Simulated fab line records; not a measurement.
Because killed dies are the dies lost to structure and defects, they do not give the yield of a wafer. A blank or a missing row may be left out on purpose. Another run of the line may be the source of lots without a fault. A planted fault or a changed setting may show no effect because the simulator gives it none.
Matching of chambers    flow sky130    SKY_FIELD_ISO_ETCH_15 on rieDiel-02 has 4 sister chambers
The step etches the open film in CHF3/O2, stops on Si, target depth 180 nm, time 72 s. 8 wafers are shown with their chamber, then 8 later ones without.

## WAFERS, EACH WITH ITS CHAMBER
wafer   chamber  oesProductAu (a.u.)  throttleValvePct (%)
L083.2  3        0.947                8.834
L084.1  1        0.959                8.847
L084.3  2        0.954                8.838
L084.6  0        0.946                8.842
L089.1  3        0.941                8.853
L089.4  0        0.944                8.849
L089.5  1        0.953                8.847
L091.1  2        0.959                8.864

## WAFERS WITHOUT THEIR CHAMBER
wafer   oesProductAu (a.u.)  throttleValvePct (%)
L091.3  0.948                8.843
L091.5  0.954                8.846
L093.1  0.957                8.842
L093.3  0.955                8.842
L093.5  0.954                8.847
L096.3  0.952                8.861
L096.4  0.948                8.834
L096.5  0.956                8.857

## EACH ONE'S CHAMBER
wafer   from the rows above                in truth
L091.3  can't be placed: 0 or 3 or 1 or 2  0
L091.5  can't be placed: 1 or 2 or 0       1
L093.1  can't be placed: 1 or 2            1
L093.3  can't be placed: 1 or 2            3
L093.5  can't be placed: 1 or 2 or 0       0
L096.3  can't be placed: 2 or 1 or 0 or 3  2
L096.4  can't be placed: 0 or 3 or 1 or 2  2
L096.5  can't be placed: 2 or 1            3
Correct placement for 0 of the 8. Cannot be placed on the basis of these rows: 8; the candidates contain the true chamber in 6. Placed wrongly: 0.
How it was worked out, from the rows above alone: a wafer's distance from a chamber is the root of the sum, over the readings, of the square of ((its reading less the chamber's mean) divided by the reading's scatter). The wafer belongs to the nearest chamber; if the next one is less than 2 further off, it can't be placed. A chamber's mean is the mean of its shown wafers. How the scatter is found: for the shown wafers, subtract from each reading the mean of its chamber, square and add these, divide the total by (wafers less chambers), then take the root.
